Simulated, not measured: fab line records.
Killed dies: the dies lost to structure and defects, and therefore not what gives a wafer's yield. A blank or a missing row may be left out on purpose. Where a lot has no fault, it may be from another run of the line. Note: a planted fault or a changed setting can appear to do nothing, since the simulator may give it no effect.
fab line records | flow sky130
record: lots: 14 | wafers: 42 | lastDay: 50
route steps=708 shown POLY_CUT@318 PAD_OPEN@708
lots untouched by any fault: they come from a run of this same line in which no faults occurred
startH: hours from the record's first day to the start of the lot's first wafer shown | waitH: hours from the lot's prior step to this one | " repeats the value in the row above | L1.1+2: one row covering several wafers at once | - no value, or no start given | * or withheld: withheld | < > ~ a bound
route shown NAME@n: NAME is a module with steps in the file, n the number in the route of the first one | usual: mean and standard deviation over wafers with no fault | same: alike in all rows | chamber/n: place in a boat | sites: readings site by site | _std_site: how widely they spread, as a standard deviation | _edge_site: outer sites' mean less inner sites' | radiusMm: for every site, how far away it sits from the centre of the wafer | mask NAME#n: copy n | behind: the tool/chamber that last shaped the wafer | hold: what put the lot on hold/how long, in hours/how the hold closed | device: transistor that didn't switch, given as n, p or np | end of line: at the end of the route, the tests of the same wafers | a step without rows: its recipe alone | killed: not the wafer's yield, but the dies lost to structure and defects at the first sort | map: a wafer's dies, x killed, . not, _ none there
set.NAME: the setting as run; set.NAME@STEP: as run at that earlier step | model.NAME: the simulator's own value behind a step, which no gauge read
a sample of lots followed through the steps of the route, with each step as a table and each wafer as a row
services: the hour from which a tool's chamber was out of use, counted from the record's first day as startH (under 0 if before that day), plus the number of hours and why
== steps ==
step: SKY_POLY_CUT_ETCH_11
recipe: target: Si3N4 | chemistry: CF4/CH2F2/Ar | stopOn: poly-Si | sourceW: 600 | biasW: 150 | pressureMtorr: 40 | cf4FlowSccm: 40 | ch2f2FlowSccm: 20 | Ar_flow_sccm: 150 | timeS: 42.5 | targetDepthA: 600
usual: biasW: 150.0/0.46 | cf4FlowSccm: 40.01/0.12 | drypumpMotorCurrentA: 5.7/0.54 | oesProductAu: 0.828/0.0067 | throttleValvePct: 14.994/0.01
lot.wafer | tool       | chamber | startH | waitH | biasW | cf4FlowSccm | drypumpMotorCurrentA | oesProductAu | rfHoursCounterH | throttleValvePct
L861.2    | rieDiel-01 | 1       | 566.47 | 0.0   | 150.1 | 39.82       | 6.5                  | 0.825        | 1               | 14.984
L861.5    | "          | 3       | "      | "     | 150.5 | 39.87       | 5.7                  | 0.822        | -               | 14.986
L861.6    | "          | 2       | "      | "     | 149.8 | 39.94       | 5.9                  | 0.833        | -               | 14.991
L863.3    | rieDiel-01 | 3       | 580.97 | 0.0   | 149.4 | 40.02       | 5.7                  | 0.834        | 14              | 15.002
L863.4    | "          | 1       | "      | "     | 149.4 | 40.03       | 6.5                  | 0.829        | 1               | 15.000
L863.5    | "          | 1       | "      | "     | 149.6 | 40.05       | 6.5                  | 0.838        | -               | 14.974
L864.1    | rieDiel-04 | 1       | 595.34 | 0.0   | 149.4 | 39.90       | 5.1                  | 0.827        | 2               | 14.990
L864.5    | "          | 0       | "      | "     | 150.0 | 40.27       | 6.3                  | 0.829        | -               | 14.995
L864.6    | "          | 3       | "      | "     | 149.9 | 40.03       | 4.8                  | 0.822        | -               | 14.994
L866.1    | rieDiel-01 | 1       | 611.74 | 0.0   | 150.8 | 40.28       | 6.5                  | 0.836        | 2               | 14.974
L866.2    | "          | 2       | "      | "     | 150.1 | 39.90       | 5.9                  | 0.833        | 6               | 14.998
L866.3    | "          | 0       | "      | "     | 149.5 | 40.19       | 5.0                  | 0.837        | 13              | 15.002
L870.1    | rieDiel-02 | 0       | 637.47 | 0.0   | 149.4 | 40.01       | 5.2                  | 0.828        | 4               | 14.975
L870.2    | "          | 2       | "      | "     | 150.1 | 40.00       | 5.8                  | 0.823        | 3               | 15.002
L870.3    | "          | 3       | "      | "     | 149.2 | 40.05       | 5.6                  | 0.824        | 11              | 14.978
L871.1    | rieDiel-01 | 3       | 651.31 | 0.0   | 150.0 | 40.08       | 5.7                  | 0.820        | 15              | 14.998
L871.2    | "          | 0       | "      | "     | 149.9 | 39.95       | 5.0                  | 0.825        | 14              | 15.017
L871.6    | "          | 0       | "      | "     | 149.5 | 40.16       | 5.0                  | 0.831        | -               | 15.015
L872.2    | rieDiel-04 | 2       | 722.04 | 0.0   | 149.3 | 39.67       | 5.4                  | 0.832        | 47              | 14.986
L872.3    | "          | 1       | "      | "     | 149.5 | 39.88       | 5.1                  | 0.834        | 4               | 15.009
L872.4    | "          | 0       | "      | "     | 150.2 | 39.93       | 6.3                  | 0.835        | 15              | 14.996
L873.1    | rieDiel-01 | 2       | 722.07 | 0.0   | 149.9 | 39.84       | 5.9                  | 0.826        | 9               | 15.000
L873.3    | "          | 0       | "      | "     | 150.5 | 40.03       | 5.0                  | 0.834        | 15              | 15.004
L873.4    | "          | 1       | "      | "     | 150.1 | 39.82       | 6.5                  | 0.831        | 5               | 14.988
L874.3    | rieDiel-02 | 2       | 722.46 | 0.0   | 149.6 | 40.06       | 5.8                  | 0.831        | 5               | 14.986
L874.4    | "          | 3       | "      | "     | 150.3 | 39.97       | 5.6                  | 0.824        | 13              | 14.987
L874.6    | "          | 0       | "      | "     | 150.0 | 40.18       | 5.2                  | 0.820        | -               | 14.997
L875.2    | rieDiel-04 | 2       | 724.10 | 0.0   | 150.5 | 40.23       | 5.4                  | 0.838        | 47              | 15.003
L875.3    | "          | 1       | "      | "     | 150.1 | 40.01       | 5.1                  | 0.828        | 4               | 14.981
L875.4    | "          | 3       | "      | "     | 150.6 | 40.00       | 4.8                  | 0.836        | 4               | 14.991
L879.1    | rieDiel-02 | 2       | 724.22 | 0.0   | 150.5 | 40.01       | 5.8                  | 0.827        | 5               | 15.017
L879.2    | "          | 3       | "      | "     | 149.5 | 40.01       | 5.6                  | 0.833        | 13              | 14.981
L879.4    | "          | 1       | "      | "     | 150.5 | 40.03       | 6.2                  | 0.825        | 3               | 14.995
L882.1    | rieDiel-01 | 2       | 727.76 | 0.0   | -     | -           | -                    | -            | -               | -
L882.3    | "          | 3       | "      | "     | -     | -           | -                    | -            | -               | -
L882.6    | "          | 1       | "      | "     | -     | -           | -                    | -            | -               | -
L883.3    | rieDiel-02 | 1       | 731.96 | 0.0   | -     | -           | -                    | -            | -               | -
L883.5    | "          | 2       | "      | "     | -     | -           | -                    | -            | -               | -
L883.6    | "          | 1       | "      | "     | -     | -           | -                    | -            | -               | -
L884.1    | rieDiel-01 | 3       | 741.72 | 0.0   | 150.3 | 40.14       | 5.7                  | 0.830        | 17              | 14.992
L884.4    | "          | 1       | "      | "     | 149.5 | 40.07       | 6.5                  | 0.816        | -               | 14.994
L884.6    | "          | 2       | "      | "     | 149.6 | 39.85       | 5.9                  | 0.832        | -               | 14.990
step: SKY_PAD_OPEN_PROBE_99
usual: killed_at_M0_to_M3: 44/7.9 | killed_at_M4_up: 3.1/1.9 | killedAtContacts: 24/4.6 | killedAtFrontEnd: 16/4.9 | killedAtOther: 0.3/0.6 | killedDies: 87/9.7 | killedOnRim: 17/3.7 | killedOpen: 48/7.2 | killedShort: 39/5.6
same: grossDies: 492 | killedAtBackSide: 0
lot.wafer | tool      | chamber | startH  | waitH | killed_at_M0_to_M3 | killed_at_M4_up | killedAtContacts | killedAtFrontEnd | killedAtOther | killedDies | killedOnRim | killedOpen | killedShort
L861.2    | prober-02 | -       | 1070.44 | 0.1   | 42                 | 2               | 23               | 18               | 0             | 85         | 14          | 50         | 35
L861.5    | prober-02 | -       | 1070.59 | 0.2   | 45                 | 2               | 29               | 25               | 0             | 101        | 22          | 58         | 43
L861.6    | prober-02 | -       | 1070.64 | 0.2   | 52                 | 3               | 32               | 20               | 0             | 107        | 23          | 59         | 47
L866.1    | prober-01 | -       | 1101.38 | 0.1   | 47                 | 1               | 39               | 11               | 0             | 98         | 18          | 57         | 41
L866.2    | prober-01 | -       | 1101.43 | 0.1   | 39                 | 3               | 19               | 14               | 0             | 75         | 10          | 41         | 34
L866.3    | prober-01 | -       | 1101.48 | 0.2   | 48                 | 2               | 31               | 9                | 0             | 90         | 18          | 50         | 40
L871.1    | prober-02 | -       | 1131.71 | 0.1   | 35                 | 1               | 28               | 14               | 0             | 78         | 16          | 50         | 28
L871.2    | prober-02 | -       | 1131.76 | 0.1   | 55                 | 4               | 14               | 17               | 0             | 90         | 14          | 45         | 45
L871.6    | prober-02 | -       | 1131.96 | 0.2   | 52                 | 4               | 22               | 18               | 0             | 96         | 16          | 49         | 47
L873.1    | prober-02 | -       | 1184.29 | 0.1   | 42                 | 2               | 29               | 22               | 2             | 97         | 27          | 51         | 45
L873.3    | prober-02 | -       | 1184.39 | 0.2   | 45                 | 3               | 30               | 20               | 0             | 98         | 28          | 55         | 43
L873.4    | prober-02 | -       | 1184.44 | 0.2   | 36                 | 4               | 23               | 14               | 0             | 77         | 15          | 42         | 35
L882.1    | prober-01 | -       | 1190.73 | 0.1   | 34                 | 4               | 16               | 438              | 0             | 492        | 96          | 34         | 33
L882.3    | prober-01 | -       | 1190.83 | 0.2   | 47                 | 4               | 22               | 418              | 1             | 492        | 96          | 48         | 37
L882.6    | prober-01 | -       | 1190.98 | 0.2   | 34                 | 6               | 24               | 428              | 0             | 492        | 96          | 45         | 43
L883.3    | prober-01 | -       | 1191.50 | 0.2   | 41                 | 2               | 26               | 422              | 1             | 492        | 96          | 50         | 33
L883.5    | prober-01 | -       | 1191.60 | 0.2   | 54                 | 4               | 18               | 413              | 3             | 492        | 96          | 43         | 50
L883.6    | prober-01 | -       | 1191.65 | 0.2   | 50                 | 4               | 18               | 420              | 0             | 492        | 96          | 46         | 36
killed by level:class
L861.2 VIA1:geometricParticle:open=13 CONTACT:geometricParticle:open=10 VIA2:geometricParticle:open=6 VIA1:geometricParticle:short=6 VIA3:geometricParticle:open=5 FIELD_ISO:geometricParticle:open=4 LI_CONTACT:geometricParticle:open=4 CONTACT:geometricParticle:short=4
L861.5 VIA1:geometricParticle:open=13 LI_CONTACT:geometricParticle:open=11 FIELD_ISO:geometricParticle:open=8 CONTACT:geometricParticle:open=7 VIA3:geometricParticle:open=7 POLY_GATE:geometricParticle:short=6 METAL1:geometricParticle:short=6 POLY_GATE:geometricParticle:open=5
L861.6 CONTACT:geometricParticle:open=15 VIA1:geometricParticle:open=13 VIA1:geometricParticle:short=9 VIA2:geometricParticle:open=7 LI_CONTACT:geometricParticle:open=6 CONTACT:geometricParticle:short=6 METAL1:geometricParticle:short=6 VIA2:geometricParticle:short=6
L866.1 LI_CONTACT:geometricParticle:open=11 VIA1:geometricParticle:open=11 CONTACT:geometricParticle:short=8 CONTACT:geometricParticle:open=8 VIA3:geometricParticle:open=8 LI_CONTACT:geometricParticle:short=6 METAL2:geometricParticle:short=5 VIA2:geometricParticle:open=5
L866.2 VIA1:geometricParticle:open=10 CONTACT:geometricParticle:open=7 VIA3:geometricParticle:open=7 FIELD_ISO:geometricParticle:short=5 VIA2:geometricParticle:open=5 LOCAL_INTERCONNECT:geometricParticle:short=4 VIA1:geometricParticle:short=4 METAL3:geometricParticle:short=4
L866.3 CONTACT:geometricParticle:open=12 VIA1:geometricParticle:open=10 LI_CONTACT:geometricParticle:open=8 VIA2:geometricParticle:open=7 LI_CONTACT:geometricParticle:short=6 VIA1:geometricParticle:short=6 VIA3:geometricParticle:open=6 METAL3:geometricParticle:short=6
L871.1 VIA1:geometricParticle:open=11 CONTACT:geometricParticle:open=10 LI_CONTACT:geometricParticle:open=8 METAL1:geometricParticle:short=8 FIELD_ISO:geometricParticle:open=7 CONTACT:geometricParticle:short=4 VIA3:geometricParticle:open=4 SPACER:geometricParticle:open=3
L871.2 VIA1:geometricParticle:open=15 METAL1:geometricParticle:short=10 VIA2:geometricParticle:open=9 CONTACT:geometricParticle:open=6 METAL2:geometricParticle:short=5 FIELD_ISO:geometricParticle:open=4 VIA1:geometricParticle:short=4 VIA3:geometricParticle:short=4
L871.6 VIA1:geometricParticle:open=15 VIA3:geometricParticle:open=8 VIA2:geometricParticle:open=8 POLY_GATE:geometricParticle:short=7 VIA1:geometricParticle:short=6 LI_CONTACT:geometricParticle:short=5 CONTACT:geometricParticle:short=5 CONTACT:geometricParticle:open=5
L873.1 VIA1:geometricParticle:open=13 CONTACT:geometricParticle:open=8 LI_CONTACT:geometricParticle:open=7 LI_CONTACT:geometricParticle:short=6 FIELD_ISO:geometricParticle:open=5 FIELD_ISO:geometricParticle:short=5 POLY_GATE:geometricParticle:open=4 POLY_GATE:geometricParticle:short=4
L873.3 VIA1:geometricParticle:open=10 CONTACT:geometricParticle:open=9 LI_CONTACT:geometricParticle:open=8 POLY_GATE:geometricParticle:open=6 METAL1:geometricParticle:short=6 VIA3:geometricParticle:open=6 VIA2:geometricParticle:open=5 SPACER:geometricParticle:open=4
L873.4 VIA1:geometricParticle:open=9 CONTACT:geometricParticle:open=7 VIA2:geometricParticle:open=6 FIELD_ISO:geometricParticle:open=5 POLY_GATE:geometricParticle:short=5 LI_CONTACT:geometricParticle:short=5 LI_CONTACT:geometricParticle:open=5 VIA1:geometricParticle:short=5
L882.1 POLY_CUT:areaEtch=425 VIA2:geometricParticle:open=10 VIA1:geometricParticle:open=7 CONTACT:geometricParticle:open=5 FIELD_ISO:geometricParticle:short=4 POLY_GATE:geometricParticle:short=4 METAL2:geometricParticle:short=4 LI_CONTACT:geometricParticle:open=4
L882.3 POLY_CUT:areaEtch=407 CONTACT:geometricParticle:open=14 VIA1:geometricParticle:open=8 VIA1:geometricParticle:short=7 METAL3:geometricParticle:short=7 METAL1:geometricParticle:short=6 VIA2:geometricParticle:open=6 FIELD_ISO:geometricParticle:open=5
L882.6 POLY_CUT:areaEtch=404 CONTACT:geometricParticle:open=11 VIA1:geometricParticle:open=7 POLY_GATE:geometricParticle:short=7 FIELD_ISO:geometricParticle:open=6 POLY_GATE:geometricParticle:open=6 METAL4:geometricParticle:short=6 METAL1:geometricParticle:short=5
L883.3 POLY_CUT:areaEtch=409 METAL2:geometricParticle:open=9 LI_CONTACT:geometricParticle:open=8 CONTACT:geometricParticle:short=8 CONTACT:geometricParticle:open=7 VIA1:geometricParticle:open=7 VIA3:geometricParticle:open=5 VIA1:geometricParticle:short=5
L883.5 POLY_CUT:areaEtch=398 METAL1:geometricParticle:short=9 VIA3:geometricParticle:open=8 METAL2:geometricParticle:short=7 VIA2:geometricParticle:open=7 CONTACT:geometricParticle:open=6 VIA1:geometricParticle:open=6 FIELD_ISO:geometricParticle:short=5
L883.6 POLY_CUT:areaEtch=410 VIA1:geometricParticle:open=10 METAL1:geometricParticle:short=9 VIA3:geometricParticle:open=8 LI_CONTACT:geometricParticle:open=6 METAL2:geometricParticle:short=5 POLY_GATE:geometricParticle:open=4 CONTACT:geometricParticle:short=4
== services ==
tool       | chamber | startH | hours | kind
rieDiel-01 | 0       | 565.71 | 6.7   | repair
rieDiel-02 | 1       | 566.82 | 3.9   | repair
rieDiel-02 | 1       | 597.25 | -     | clean
rieDiel-02 | 1       | 597.25 | 19.2  | scheduledDown
rieDiel-02 | 1       | 597.25 | 19.2  | ventCycle
rieDiel-01 | -       | 611.97 | 0.7   | repair
rieDiel-02 | 0       | 615.90 | 10.1  | repair
rieDiel-02 | 0       | 651.75 | 8.8   | repair
rieDiel-04 | 1       | 664.21 | 2.6   | repair
rieDiel-02 | 2       | 665.27 | 17.9  | repair
rieDiel-01 | 3       | 667.71 | 5.2   | repair
rieDiel-04 | 2       | 668.02 | 9.1   | repair
rieDiel-02 | -       | 669.45 | 0.8   | repair
rieDiel-04 | 2       | 731.43 | 1.5   | repair
rieDiel-04 | 2       | 732.94 | -     | clean
rieDiel-04 | 2       | 732.94 | 17.3  | scheduledDown
rieDiel-04 | 2       | 732.94 | 17.3  | ventCycle
rieDiel-01 | 0       | 739.96 | 10.8  | repair
== key ==
firstSign: step: SKY_POLY_CUT_ETCH_11 | reading: toolRecord | direction: missing
effect: step: SKY_PAD_OPEN_PROBE_99 | reading: killedAtFrontEnd | direction: up | sigmas: 84 | usual: 16 | struck: 423
moreKillsBornAt: SKY_POLY_CUT_ETCH_11@rieDiel-01: 1236 | SKY_POLY_CUT_ETCH_11@rieDiel-02: 1217
metAt SKY_POLY_CUT_ETCH_11
struckLots L882,L883
laterRowsLeftOut L882.1,L882.3,L882.6,L883.3,L883.5,L883.6
testerLeftOut L882,L883
onsetBetween 724.22 727.76
fault: kind: skippedStepWhole | tool: rieDiel-01,rieDiel-02 | chamber: - | onsetH: 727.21 | steps: SKY_POLY_CUT_ETCH_11 | scope: struckLotsOnly
testerLeftOut: of these lots the tester's yield and bins aren't shown, on N5 and GAA mostly nor the transistor test; their killed dies are dies lost to structure and defects alone, not to doping, threshold or leakage, so they don't give the yield
laterRowsLeftOut: the simulator's readings of these wafers behind a module that went badly wrong aren't trusted and aren't shown, but for the sort
